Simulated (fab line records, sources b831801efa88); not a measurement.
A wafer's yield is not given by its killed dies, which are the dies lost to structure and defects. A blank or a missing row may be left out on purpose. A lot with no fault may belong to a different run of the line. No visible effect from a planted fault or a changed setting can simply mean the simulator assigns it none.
fab line records ; flow gf180mcu
record lots=12; wafers=36; lastDay=34
route steps=602 shown V4@493 M5@535 V5@542
lots that met no fault: from a run of the same line without faults
startH: hours from the record's opening day to when the first of the lot's shown wafers began ; waitH: how many hours have passed since the lot's step before this one ; " as in the row above ; L1.1+2: one row covering several wafers at once ; - either no value or no given start ; * or withheld: withheld ; < > ~ a bound
route shown NAME@n: names a module that has steps shown in the file, with the first one's number in the route ; usual: mean and standard deviation over wafers with no fault ; same: alike in all rows ; chamber/n: place in a boat ; sites: each site's reading ; _std_site: their standard deviation ; _edge_site: inner sites' mean taken away from outer sites' mean ; radiusMm: for every site, how far away it sits from the centre of the wafer ; mask NAME#n: copy n ; behind: the tool/chamber that last shaped the wafer ; hold: reason for holding the lot/hours on hold/outcome of the hold ; device: transistor that didn't switch, given as n, p or np ; end of line: at the end of the route, the tests of the same wafers ; a step with no rows: only its recipe ; killed: at the first sort, the dies lost to defects and structure; wafer yield is something else ; map: per-die view of a wafer (x killed, . not killed, _ where there is no die)
set.NAME: the run value of the setting; set.NAME@STEP: its run value at that earlier step ; model.NAME: the simulator's own value behind a step, which no gauge read
one table for each step of the route and one row for each wafer, over a sample of lots
services: from which hour (startH, from the record's first day; less than 0 if before it) a tool's chamber was out of use, for how many hours, and why
## steps
# step GF_V4_ETCH_17
# recipe chemistry=C4F8/O2/Ar; maskMaterial=KrF; target=SiO2; stopOn=TiN; sourceW=1500; biasW=1200; pressureMtorr=40; c4f8FlowSccm=withheld; O2_flow_sccm=6; Ar_flow_sccm=300; timeS=withheld; targetDepthA=6300
# usual oesProductAu=0.855/0.0049
lot.wafer;tool;chamber;startH;waitH;oesProductAu
L813.1;rieDiel-04;1;-;-;0.846
L813.4;rieDiel-04;0;-;-;0.846
L813.5;rieDiel-04;3;-;-;0.864
L815.2;rieDiel-04;1;-;-;0.861
L815.4;rieDiel-04;2;-;-;0.860
L815.6;rieDiel-04;0;-;-;0.860
L819.1;rieDiel-04;0;-;-;0.852
L819.2;rieDiel-04;2;-;-;0.860
L819.5;rieDiel-04;3;-;-;0.852
L820.1;rieDiel-02;1;-;-;0.845
L820.3;rieDiel-02;3;-;-;0.857
L820.4;rieDiel-02;2;-;-;0.848
L821.1;rieDiel-02;1;-;-;0.848
L821.4;rieDiel-02;2;-;-;0.868
L821.6;rieDiel-02;1;-;-;0.856
L823.2;rieDiel-01;0;-;-;0.857
L823.3;rieDiel-01;2;-;-;0.858
L823.5;rieDiel-01;0;-;-;0.853
L824.1;rieDiel-02;3;-;-;0.862
L824.2;rieDiel-02;0;-;-;0.849
L824.4;rieDiel-02;2;-;-;0.853
L825.1;rieDiel-04;2;-;-;0.855
L825.5;rieDiel-04;2;-;-;0.861
L825.6;rieDiel-04;1;-;-;0.850
L829.1;rieDiel-02;3;-;-;0.860
L829.3;rieDiel-02;2;-;-;0.859
L829.5;rieDiel-02;2;-;-;0.849
L830.1;rieDiel-02;0;-;-;0.857
L830.2;rieDiel-02;1;-;-;0.863
L830.4;rieDiel-02;2;-;-;0.855
L831.1;rieDiel-02;2;-;-;0.855
L831.3;rieDiel-02;3;-;-;0.853
L831.5;rieDiel-02;1;-;-;0.851
L836.2;rieDiel-02;2;-;-;0.861
L836.3;rieDiel-02;3;-;-;0.862
L836.4;rieDiel-02;0;-;-;0.857
# step GF_M5_ETCH_09
# recipe chemistry=CF4/O2; target=Si3N4; targetDepthNm=52; sourceW=800; biasW=150; pressureMtorr=150; cf4FlowSccm=80; O2_flow_sccm=10; timeS=11.6
# usual drypumpMotorCurrentA=5.8/0.36; oesProductAu=1.002/0.0081; throttleValvePct=5.972/0.0095
lot.wafer;tool;chamber;startH;waitH;drypumpMotorCurrentA;oesProductAu;rfHoursCounterH;throttleValvePct
L813.1;rieDiel-02;0;604.34;0.0;5.7;0.997;10;5.973
L813.4;rieDiel-02;2;604.34;0.0;5.7;1.011;0;5.973
L813.5;rieDiel-02;0;604.34;0.0;5.8;1.005;-;5.988
L815.2;rieDiel-03;3;628.94;0.0;6.1;1.007;31;5.968
L815.4;rieDiel-03;1;628.94;0.0;5.6;1.016;24;5.978
L815.6;rieDiel-03;3;628.94;0.0;6.1;1.009;-;5.971
L819.1;rieDiel-02;0;662.88;0.0;5.8;0.993;12;5.979
L819.2;rieDiel-02;2;662.88;0.0;5.8;1.006;2;5.972
L819.5;rieDiel-02;2;662.88;0.0;5.8;1.001;-;5.973
L820.1;rieDiel-03;3;666.33;0.0;6.1;1.009;33;5.980
L820.3;rieDiel-03;1;666.33;0.0;5.6;1.009;26;5.993
L820.4;rieDiel-03;0;666.33;0.0;5.6;0.996;38;5.966
L821.1;rieDiel-03;1;667.49;0.0;5.6;1.015;26;5.974
L821.4;rieDiel-03;2;667.49;0.0;5.9;1.020;39;5.976
L821.6;rieDiel-03;0;667.49;0.0;5.6;1.011;-;5.972
L823.2;rieDiel-03;3;688.64;0.0;6.1;1.021;33;5.977
L823.3;rieDiel-03;2;688.64;0.0;5.9;1.007;40;5.983
L823.5;rieDiel-03;2;688.64;0.0;5.9;1.018;-;5.990
L824.1;rieDiel-03;2;689.11;0.0;5.9;1.014;40;5.985
L824.2;rieDiel-03;3;689.11;0.0;6.1;1.001;33;5.975
L824.4;rieDiel-03;1;689.11;0.0;5.6;0.994;27;5.964
L825.1;rieDiel-02;1;702.38;0.0;4.9;0.998;57;5.971
L825.5;rieDiel-02;0;702.38;0.0;5.8;0.995;-;5.969
L825.6;rieDiel-02;3;702.38;0.0;6.0;1.004;-;5.984
L829.1;rieDiel-02;3;728.79;0.0;6.0;0.993;26;5.989
L829.3;rieDiel-02;0;728.79;0.0;5.8;0.991;15;5.981
L829.5;rieDiel-02;3;728.79;0.0;5.9;1.000;-;5.957
L830.1;rieDiel-02;3;731.91;0.0;6.0;1.003;26;5.962
L830.2;rieDiel-02;2;731.91;0.0;5.8;1.006;5;5.956
L830.4;rieDiel-02;2;731.91;0.0;5.7;1.003;-;5.972
L831.1;rieDiel-03;1;744.99;0.0;5.6;1.002;29;5.979
L831.3;rieDiel-03;0;744.99;0.0;5.5;1.007;41;5.981
L831.5;rieDiel-03;0;744.99;0.0;5.6;0.994;-;5.978
L836.2;rieDiel-04;1;763.39;0.0;5.8;0.992;24;5.971
L836.3;rieDiel-04;3;763.39;0.0;6.5;0.995;21;5.959
L836.4;rieDiel-04;2;763.39;0.0;6.2;0.992;28;5.962
# step GF_V5_CVD_02
# recipe material=SiO2; targetThkNm=1450; precursor=TEOS; tempC=400; timeS=163.28; rfW=600
# usual heaterPowerW=621/93; rfFwdPowerW=598.0/1.8
lot.wafer;tool;chamber;startH;waitH;heaterPowerW;rfFwdPowerW
L813.1;pecvd-03;1;605.15;0.1;566;597.2
L813.4;pecvd-03;0;605.15;0.1;687;595.2
L813.5;pecvd-03;1;605.15;0.1;480;599.3
L815.2;pecvd-03;0;629.86;0.0;683;596.8
L815.4;pecvd-03;0;629.86;0.0;540;597.7
L815.6;pecvd-03;0;629.86;0.0;635;599.1
L819.1;pecvd-03;0;663.70;0.1;559;593.0
L819.2;pecvd-03;2;663.70;0.1;674;598.4
L819.5;pecvd-03;2;663.70;0.1;770;598.3
L820.1;pecvd-03;2;667.14;0.1;705;598.1
L820.3;pecvd-03;0;667.14;0.1;681;597.9
L820.4;pecvd-03;2;667.14;0.1;810;598.1
L821.1;pecvd-01;1;668.30;0.1;714;597.2
L821.4;pecvd-01;2;668.30;0.1;586;597.1
L821.6;pecvd-01;0;668.30;0.1;573;600.0
L823.2;pecvd-03;2;689.45;0.0;758;598.2
L823.3;pecvd-03;1;689.45;0.0;571;598.9
L823.5;pecvd-03;0;689.45;0.0;538;601.6
L824.1;pecvd-04;2;689.90;0.1;501;596.4
L824.2;pecvd-04;0;689.90;0.1;565;596.9
L824.4;pecvd-04;1;689.90;0.1;668;597.1
L825.1;pecvd-01;1;703.17;0.1;699;597.4
L825.5;pecvd-01;2;703.17;0.1;592;597.3
L825.6;pecvd-01;0;703.17;0.1;591;594.7
L829.1;pecvd-03;2;729.73;0.1;908;358.2
L829.3;pecvd-03;0;729.73;0.1;677;358.0
L829.5;pecvd-03;0;729.73;0.1;755;358.5
L830.1;pecvd-03;2;732.70;0.1;828;354.3
L830.2;pecvd-03;1;732.70;0.1;615;360.0
L830.4;pecvd-03;2;732.70;0.1;895;356.0
L831.1;pecvd-03;2;745.78;0.1;876;360.6
L831.3;pecvd-03;1;745.78;0.1;687;357.4
L831.5;pecvd-03;1;745.78;0.1;582;359.3
L836.2;pecvd-01;0;764.21;0.0;612;596.8
L836.3;pecvd-01;1;764.21;0.0;667;597.8
L836.4;pecvd-01;1;764.21;0.0;724;602.0
# step GF_V5_THK_MEAS_03
# recipe reads=SiO2_of_V5_CVD_02
# usual V5_CVD_02_THK=1452/16
lot.wafer;tool;chamber;startH;waitH;V5_CVD_02_THK[nm]
L813.1;filmMetro-01;-;605.25;0.1;1416
L813.4;filmMetro-01;-;605.25;0.1;1446
L813.5;filmMetro-01;-;605.25;0.1;1438
L815.2;filmMetro-03;-;630.03;0.1;1455
L815.4;filmMetro-03;-;630.03;0.1;1456
L815.6;filmMetro-03;-;630.03;0.1;1449
L819.1;filmMetro-01;-;663.81;0.1;1441
L819.2;filmMetro-01;-;663.81;0.1;1458
L819.5;filmMetro-01;-;663.81;0.1;1474
L820.1;filmMetro-03;-;667.25;0.1;1453
L820.3;filmMetro-03;-;667.25;0.1;1426
L820.4;filmMetro-03;-;667.25;0.1;1469
L821.1;filmMetro-01;-;668.41;0.1;1431
L821.4;filmMetro-01;-;668.41;0.1;1487
L821.6;filmMetro-01;-;668.41;0.1;1479
L823.2;filmMetro-01;-;689.57;0.1;1450
L823.3;filmMetro-01;-;689.57;0.1;1426
L823.5;filmMetro-01;-;689.57;0.1;1455
L824.1;filmMetro-02;-;690.01;0.1;1458
L824.2;filmMetro-02;-;690.01;0.1;1448
L824.4;filmMetro-02;-;690.01;0.1;1452
L825.1;filmMetro-01;-;703.27;0.1;1425
L825.5;filmMetro-01;-;703.27;0.1;1456
L825.6;filmMetro-01;-;703.27;0.1;1462
L829.1;filmMetro-03;-;729.84;0.1;1227
L829.3;filmMetro-03;-;729.84;0.1;1206
L829.5;filmMetro-03;-;729.84;0.1;1249
L830.1;filmMetro-03;-;732.80;0.1;1251
L830.2;filmMetro-03;-;732.80;0.1;1234
L830.4;filmMetro-03;-;732.80;0.1;1246
L831.1;filmMetro-01;-;745.88;0.1;1240
L831.3;filmMetro-01;-;745.88;0.1;1231
L831.5;filmMetro-01;-;745.88;0.1;1269
L836.2;filmMetro-01;-;764.33;0.1;1443
L836.3;filmMetro-01;-;764.33;0.1;1450
L836.4;filmMetro-01;-;764.33;0.1;1470
# step GF_V5_CD_MEAS_14
# recipe targetCdNm=260
# usual cdNm=259.9/1.1
lot.wafer;tool;chamber;startH;waitH;cdNm
L813.1;cdSem-01;-;626.32;0.2;259.4
L813.4;cdSem-01;-;626.32;0.2;260.2
L813.5;cdSem-01;-;626.32;0.2;261.3
L815.2;cdSem-01;-;650.40;0.1;260.0
L815.4;cdSem-01;-;650.40;0.1;260.7
L815.6;cdSem-01;-;650.40;0.1;260.4
L819.1;cdSem-01;-;686.72;0.1;259.0
L819.2;cdSem-01;-;686.72;0.1;259.7
L819.5;cdSem-01;-;686.72;0.1;259.2
L820.1;cdSem-01;-;688.83;0.1;258.4
L820.3;cdSem-01;-;688.83;0.1;258.6
L820.4;cdSem-01;-;688.83;0.1;259.3
L821.1;cdSem-02;-;690.37;0.1;259.8
L821.4;cdSem-02;-;690.37;0.1;262.0
L821.6;cdSem-02;-;690.37;0.1;261.5
L823.2;cdSem-02;-;708.63;0.1;259.6
L823.3;cdSem-02;-;708.63;0.1;258.8
L823.5;cdSem-02;-;708.63;0.1;260.0
L824.1;cdSem-01;-;709.32;0.1;259.2
L824.2;cdSem-01;-;709.32;0.1;259.0
L824.4;cdSem-01;-;709.32;0.1;258.8
L825.1;cdSem-01;-;721.57;0.1;260.5
L825.5;cdSem-01;-;721.57;0.1;260.7
L825.6;cdSem-01;-;721.57;0.1;260.3
L829.1;cdSem-02;-;747.67;0.1;259.5
L829.3;cdSem-02;-;747.67;0.1;260.9
L829.5;cdSem-02;-;747.67;0.1;261.3
L830.1;cdSem-02;-;750.31;0.1;259.3
L830.2;cdSem-02;-;750.31;0.1;258.4
L830.4;cdSem-02;-;750.31;0.1;258.9
L831.1;cdSem-01;-;762.88;0.1;260.0
L831.3;cdSem-01;-;762.88;0.1;260.6
L831.5;cdSem-01;-;762.88;0.1;260.4
L836.2;cdSem-01;-;781.05;0.1;260.1
L836.3;cdSem-01;-;781.05;0.1;260.8
L836.4;cdSem-01;-;781.05;0.1;261.9
## services
tool;chamber;startH;hours;kind
rieDiel-03;0;545.93;6.7;repair
rieDiel-01;0;558.25;9.5;repair
rieDiel-01;3;565.68;7.7;repair
rieDiel-01;2;567.21;5.0;repair
rieDiel-03;2;567.60;4.0;repair
rieDiel-02;2;584.94;-;clean
rieDiel-02;2;584.94;16.3;scheduledDown
rieDiel-04;-;627.23;28.1;pm
pecvd-03;1;627.85;5.5;repair
rieDiel-01;1;638.33;3.9;repair
pecvd-01;2;644.24;4.0;repair
rieDiel-03;-;646.69;0.7;repair
rieDiel-04;2;664.40;6.2;repair
rieDiel-04;0;665.53;2.6;repair
rieDiel-02;-;668.09;0.7;repair
rieDiel-01;0;674.90;14.7;repair
rieDiel-01;3;685.90;6.6;repair
rieDiel-04;-;687.86;2.8;pm
rieDiel-02;1;689.36;1.4;repair
pecvd-04;-;703.68;6.0;pm
pecvd-04;-;716.32;2.8;pm
rieDiel-01;2;727.22;6.1;repair
pecvd-03;0;741.96;1.7;repair
rieDiel-02;-;743.68;1.8;repair
## key
firstSign step=GF_V5_CVD_02; reading=rfFwdPowerW; direction=down; sigmas=99+; usual=598.0; struck=358.0
effect step=GF_V5_CVD_02; reading=heaterPowerW; direction=up; sigmas=1.5; usual=621; struck=758
effect step=GF_V5_THK_MEAS_03; reading=V5_CVD_02_THK; direction=down; sigmas=13; usual=1452; struck=1239
metAt GF_V5_CVD_02
struckLots L829,L830,L831
notActingAt GF_V4_ETCH_17,GF_M5_ETCH_09,GF_V5_CD_MEAS_14
onsetBetween 689.45 729.73
fault kind=processParameterDrift; tool=pecvd-03; chamber=-; onsetH=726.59; steps=GF_V5_CVD_02; channel=rfW; offset=-240; shape=step; endH=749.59; actsIn=theseRecipesOnly; stated=600
